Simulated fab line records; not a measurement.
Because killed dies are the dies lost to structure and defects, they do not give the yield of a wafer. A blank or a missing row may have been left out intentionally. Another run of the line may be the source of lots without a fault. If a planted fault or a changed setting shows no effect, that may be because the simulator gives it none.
Tool commonality check + flow sky130 + Lots sampled 11, wafers sampled 33

WHY THIS WAS OPENED
2 of 11 lots carry a flag on the reading LDD_LDN_TW at SKY_LDD_LDN_TW_MEAS_13. No-fault wafers: 1494, standard deviation 8.8.
Rule: a lot gets a flag if all its wafers with a number sit over 4 standard deviations from that mean, or if no wafer of it has a number. As for the other lots, they are considered sound.

| lot  | measured     | on            | LDD_LDN_TW, wafer by wafer | flag    |
|------|--------------|---------------|----------------------------|---------|
| L686 | day 22 15:55 | film metro-03 | 1490 1490 1493             |         |
| L685 | day 22 18:03 | film metro-04 | 1498 1502 1501             |         |
| L687 | day 23 16:23 | film metro-04 | 1505 1496 1486             |         |
| L688 | day 23 19:25 | film metro-03 | 1491 1504 1495             |         |
| L690 | day 24 18:43 | film metro-04 | 1504 1501 1498             |         |
| L691 | day 24 23:05 | film metro-04 | 1499 1502 1500             |         |
| L694 | day 26 05:04 | film metro-02 | 1597 1592 1597             | FLAGGED |
| L695 | day 26 11:45 | film metro-04 | 1606 1604 1602             | FLAGGED |
| L705 | day 30 00:04 | film metro-04 | 1502 1494 1499             |         |
| L706 | day 30 13:39 | film metro-02 | 1485 1476 1481             |         |
| L708 | day 30 23:10 | film metro-02 | 1487 1487 1476             |         |
The numbers of the flagged lots are 1600 on average: +106 against the usual, or +12 standard deviations.

EACH LOT AND THE TOOL IT RAN ON
The record holds 4 process steps before the reading, out of a route of 708 steps. Every cell lists first the tool, next ch and the chambers used by the sampled wafers, and last the start.
| lot  | flag    | SKY_SONOS_ONO_STRIP_17               | SKY_POLY_GATE_ETCH_16              | SKY_LDD_HVN_STRIP_09                 | SKY_LDD_LDN_IMPLANT_08          |
|------|---------|--------------------------------------|------------------------------------|--------------------------------------|---------------------------------|
| L686 |         | plasma asher-01 ch 0,1, day 12 12:55 | rie diel-04 ch 0,2, day 16 06:05   | plasma asher-03 ch 0,1, day 20 02:08 | implanter-03 ch 0, day 22 15:13 |
| L685 |         | plasma asher-01 ch 1, day 12 17:53   | rie diel-02 ch 1,2,3, day 16 06:54 | plasma asher-03 ch 0,1, day 20 04:33 | implanter-04 ch 0, day 22 17:21 |
| L687 |         | plasma asher-02 ch 0,1, day 13 08:46 | rie diel-04 ch 1,2, day 17 05:51   | plasma asher-02 ch 0,1, day 21 03:31 | implanter-01 ch 0, day 23 15:42 |
| L688 |         | plasma asher-02 ch 1, day 13 09:50   | rie diel-02 ch 0,1, day 17 07:50   | plasma asher-03 ch 0,1, day 21 06:27 | implanter-03 ch 0, day 23 18:43 |
| L690 |         | plasma asher-03 ch 0,1, day 14 06:28 | rie diel-02 ch 2,3, day 18 03:32   | plasma asher-02 ch 0,1, day 22 04:54 | implanter-01 ch 0, day 24 18:02 |
| L691 |         | plasma asher-01 ch 0,1, day 14 11:01 | rie diel-01 ch 0,2,3, day 18 08:20 | plasma asher-03 ch 0, day 22 11:03   | implanter-04 ch 0, day 24 22:24 |
| L694 | FLAGGED | plasma asher-03 ch 0,1, day 15 18:43 | rie diel-04 ch 0,1,2, day 19 19:00 | plasma asher-04 ch 0,1, day 23 16:57 | implanter-04 ch 0, day 26 03:45 |
| L695 | FLAGGED | plasma asher-03 ch 0,1, day 16 00:22 | rie diel-02 ch 0,3, day 20 01:35   | plasma asher-04 ch 0,1, day 23 23:53 | implanter-04 ch 0, day 26 10:24 |
| L705 |         | plasma asher-02 ch 0,1, day 19 18:46 | rie diel-02 ch 0,1,3, day 23 22:21 | plasma asher-03 ch 0,1, day 27 16:23 | implanter-03 ch 0, day 29 23:22 |
| L706 |         | plasma asher-02 ch 0,1, day 20 13:19 | rie diel-01 ch 0,1,2, day 24 12:38 | plasma asher-04 ch 0,1, day 28 05:22 | implanter-01 ch 0, day 30 12:57 |
| L708 |         | plasma asher-03 ch 0,1, day 21 00:26 | rie diel-04 ch 2,3, day 25 00:47   | plasma asher-03 ch 1, day 28 16:23   | implanter-01 ch 0, day 30 22:29 |
What the steps here do:
- SKY_SONOS_ONO_STRIP_17: strips in O2/N2.
- SKY_POLY_GATE_ETCH_16: etches Si3N4 in CH3F/O2, stops on poly-Si, time 147.5 s, target depth 75 nm.
- SKY_LDD_HVN_STRIP_09: strips in O2/N2.
- SKY_LDD_LDN_IMPLANT_08
- SKY_LDD_LDN_TW_MEAS_13

FLAGGED OVER TOTAL, TOOL BY TOOL (the gauges that took the reading come last)
| step                   | tool            | lots run | flagged | share of the flagged lots | sound lots run after its first flagged lot |
|------------------------|-----------------|----------|---------|---------------------------|--------------------------------------------|
| SKY_SONOS_ONO_STRIP_17 | plasma asher-01 | 3        | 0       | none                      | -                                          |
| SKY_SONOS_ONO_STRIP_17 | plasma asher-02 | 4        | 0       | none                      | -                                          |
| SKY_SONOS_ONO_STRIP_17 | plasma asher-03 | 4        | 2       | all                       | 1 (L708)                                   |
| SKY_POLY_GATE_ETCH_16  | rie diel-01     | 2        | 0       | none                      | -                                          |
| SKY_POLY_GATE_ETCH_16  | rie diel-02     | 5        | 1       | some                      | 1 (L705)                                   |
| SKY_POLY_GATE_ETCH_16  | rie diel-04     | 4        | 1       | some                      | 1 (L708)                                   |
| SKY_LDD_HVN_STRIP_09   | plasma asher-02 | 2        | 0       | none                      | -                                          |
| SKY_LDD_HVN_STRIP_09   | plasma asher-03 | 6        | 0       | none                      | -                                          |
| SKY_LDD_HVN_STRIP_09   | plasma asher-04 | 3        | 2       | all                       | 1 (L706)                                   |
| SKY_LDD_LDN_IMPLANT_08 | implanter-01    | 4        | 0       | none                      | -                                          |
| SKY_LDD_LDN_IMPLANT_08 | implanter-03    | 3        | 0       | none                      | -                                          |
| SKY_LDD_LDN_IMPLANT_08 | implanter-04    | 4        | 2       | all                       | 0                                          |
| SKY_LDD_LDN_TW_MEAS_13 | film metro-02   | 3        | 1       | some                      | 2 (L706,L708)                              |
| SKY_LDD_LDN_TW_MEAS_13 | film metro-03   | 2        | 0       | none                      | -                                          |
| SKY_LDD_LDN_TW_MEAS_13 | film metro-04   | 6        | 1       | some                      | 1 (L705)                                   |

WHAT IS ALLOWED BY THE TABLE
Rows of the table that ran every flagged lot, 3 in all: plasma asher-03 at SKY_SONOS_ONO_STRIP_17, plasma asher-04 at SKY_LDD_HVN_STRIP_09, implanter-04 at SKY_LDD_LDN_IMPLANT_08.
- plasma asher-03 at SKY_SONOS_ONO_STRIP_17: 2 of its 4 lots flagged. Sound lots followed the first flagged one (L708) on it, something a lasting fault affecting the whole tool could not allow.
- plasma asher-04 at SKY_LDD_HVN_STRIP_09: 2 of its 3 lots flagged. Sound lots followed the first flagged one (L706) on it, something a lasting fault affecting the whole tool could not allow.
- implanter-04 at SKY_LDD_LDN_IMPLANT_08: 2 of its 4 lots flagged. A fault beginning between L691 (day 24 22:24), its last sound lot, and L694 (day 26 03:45), its first flagged one, fits the data.
implanter-04 at SKY_LDD_LDN_IMPLANT_08 is the single tool remaining.

WHAT HAD BEEN PUT IN BY THE SIMULATOR
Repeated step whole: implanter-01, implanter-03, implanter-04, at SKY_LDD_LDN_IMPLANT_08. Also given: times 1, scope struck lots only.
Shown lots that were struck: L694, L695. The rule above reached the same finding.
